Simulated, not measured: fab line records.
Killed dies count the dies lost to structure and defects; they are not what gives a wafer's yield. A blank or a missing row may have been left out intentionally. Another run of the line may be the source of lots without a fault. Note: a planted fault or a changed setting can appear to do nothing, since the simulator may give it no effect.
Which tool is to blame? | flow sky130 | Sampling: 14 lots, 42 wafers, 4 of 708 route steps

== WHAT THE GAUGES SHOWED, per wafer ==
SKY_LDD_P_CD_MEAS_07 targets a cd of 380 nm. Usual: cd nm 380.3 nm, standard deviation 1.9.
lot  | measured     | on        | cd nm (nm)        | flag
L474 | day 19 17:54 | cd sem-02 | 378.9 379.5 378.1 |
L476 | day 20 20:38 | cd sem-01 | 381.3 380.6 380.2 |
L477 | day 20 21:31 | cd sem-01 | 381.1 382.8 379.6 |
L478 | day 21 12:28 | cd sem-02 | 379.0 379.2 378.8 |
L480 | day 22 08:50 | cd sem-01 | 382.2 382.8 379.5 |
L485 | day 23 22:04 | cd sem-01 | 382.0 382.1 381.8 |
L484 | day 24 02:29 | cd sem-01 | 379.5 378.4 377.6 |
L487 | day 24 18:50 | cd sem-02 | 380.4 384.2 382.3 |
L491 | day 26 02:23 | cd sem-01 | 383.3 382.4 382.2 |
L492 | day 26 07:47 | cd sem-02 | 379.1 380.1 382.6 |
L494 | day 27 05:53 | cd sem-01 | 378.1 380.9 379.4 |
L493 | day 27 07:20 | cd sem-02 | 379.6 380.6 380.8 |
L495 | day 27 07:58 | cd sem-01 | 380.9 382.0 382.9 |
L496 | day 27 14:20 | cd sem-01 | 380.0 381.8 382.2 |

SKY_LDD_HVN_TW_MEAS_10. Usual: LDD_HVN_TW typically reads 1423, with standard deviation 9.3.
lot  | measured     | on            | LDD_HVN_TW     | flag
L474 | day 21 01:40 | film metro-03 | 1430 1419 1431 |
L476 | day 22 04:43 | film metro-03 | 1418 1428 1426 |
L477 | day 22 05:25 | film metro-03 | 1430 1429 1426 |
L478 | day 22 20:14 | film metro-04 | 1411 1403 1409 |
L480 | day 23 16:43 | film metro-04 | 1417 1412 1414 |
L485 | day 25 05:46 | film metro-03 | 1419 1420 1425 |
L484 | day 25 09:31 | film metro-03 | 1425 1419 1425 |
L487 | day 26 02:00 | film metro-02 | 1425 1430 1423 |
L491 | day 27 07:52 | film metro-03 | 1419 1421 1427 |
L492 | day 27 11:59 | film metro-03 | 1422 1417 1414 |
L494 | day 28 10:43 | film metro-04 | 1403 1408 1408 |
L493 | day 28 12:27 | film metro-04 | 1407 1407 1413 |
L495 | day 28 12:35 | film metro-03 | 1424 1423 1417 |
L496 | day 28 20:03 | film metro-03 | 1425 1426 1423 |

SKY_LDD_LDN_TW_MEAS_13. Usual: LDD_LDN_TW typically reads 1475, with standard deviation 13.
lot  | measured     | on            | LDD_LDN_TW     | flag
L474 | day 23 15:55 | film metro-02 | 1475 1467 1480 |
L476 | day 24 18:10 | film metro-04 | 1446 1450 1458 |
L477 | day 24 19:43 | film metro-02 | 1462 1469 1472 |
L478 | day 25 10:16 | film metro-02 | 1484 1472 1482 |
L480 | day 26 05:57 | film metro-02 | 1474 1469 1474 |
L485 | day 27 18:07 | film metro-04 | 1343 1339 1341 | OFF
L484 | day 27 20:25 | film metro-01 | 1371 1374 1376 | OFF
L487 | day 28 11:46 | film metro-01 | 1478 1481 1481 |
L491 | day 29 16:33 | film metro-04 | 1466 1458 1473 |
L492 | day 29 22:17 | film metro-02 | 1470 1472 1473 |
L494 | day 30 20:20 | film metro-04 | 1467 1472 1467 |
L493 | day 30 21:48 | film metro-04 | 1468 1469 1464 |
L495 | day 30 21:50 | film metro-01 | 1496 1483 1499 |
L496 | day 31 04:48 | film metro-04 | 1466 1464 1475 |

== EACH LOT AND THE TOOL THAT RAN IT (in order: tool; ch and the chambers of the sampled wafers; start) ==
lot  | SKY_LDD_LDN_IMPLANT_10
L474 | implanter-04 ch 0, day 23 15:31
L476 | implanter-03 ch 0, day 24 17:47
L477 | implanter-04 ch 0, day 24 19:20
L478 | implanter-01 ch 0, day 25 09:52
L480 | implanter-04 ch 0, day 26 05:30
L485 | implanter-01, day 27 17:43
L484 | implanter-04, day 27 20:03
L487 | implanter-01 ch 0, day 28 11:22
L491 | implanter-04 ch 0, day 29 16:09
L492 | implanter-01 ch 0, day 29 21:56
L494 | implanter-03 ch 0, day 30 19:56
L493 | implanter-03 ch 0, day 30 21:26
L495 | implanter-01 ch 0, day 30 21:29
L496 | implanter-04 ch 0, day 31 04:24
- SKY_LDD_LDN_IMPLANT_10

== WHAT THE TOOLS THEMSELVES READ (means of the sampled wafers that have a number; where no wafer has one, the mark that the record gives instead) ==
SKY_LDD_LDN_IMPLANT_10. Usual: beam energy keV 15.000, standard deviation 0.0044; beam on s 10.02 s, standard deviation 0.18.
lot  | tool         | beam energy keV | beam on s (s) | flag
L474 | implanter-04 | 15.000          | 10.26         |
L476 | implanter-03 | 15.005          | 10.08         |
L477 | implanter-04 | 15.002          | 10.09         |
L478 | implanter-01 | 15.002          | 9.90          |
L480 | implanter-04 | 14.999          | 9.95          |
L485 | implanter-01 | -               | -             | OFF
L484 | implanter-04 | -               | -             | OFF
L487 | implanter-01 | 15.001          | 10.08         |
L491 | implanter-04 | 14.995          | 10.17         |
L492 | implanter-01 | 15.001          | 10.05         |
L494 | implanter-03 | 15.002          | 9.89          |
L493 | implanter-03 | 15.000          | 9.87          |
L495 | implanter-01 | 15.008          | 10.14         |
L496 | implanter-04 | 14.998          | 9.95          |

== THE ANSWER, worked out from the rows above alone ==
Rule: take the mean of a lot's wafers that have a number; if it is more than 3 standard deviations from the usual mean, the lot is off. Also off: a lot with no number at a reading for which 4 or more lots have one. The other lots that the step has rows for count as sound. After the gauges, taken in route order, come the tools' own readings; for these a lot's mean is taken, as printed above. At the first step where some lot is off, the reading lying furthest off is the one used; lots without a number count as furthest.
Off: at SKY_LDD_LDN_TW_MEAS_13 (LDD_LDN_TW), L485, L484.
A tool fits if, at a process step before that reading, it ran every lot that is off, and no sound lot after the first of them. The gauges at SKY_LDD_LDN_TW_MEAS_13 aren't tried: what is off there is off at SKY_LDD_LDN_IMPLANT_10 too, on other tools, and a gauge's error can't cause that. No candidate that was tried fits.

== WHAT THE SIMULATOR HAD INSERTED ==
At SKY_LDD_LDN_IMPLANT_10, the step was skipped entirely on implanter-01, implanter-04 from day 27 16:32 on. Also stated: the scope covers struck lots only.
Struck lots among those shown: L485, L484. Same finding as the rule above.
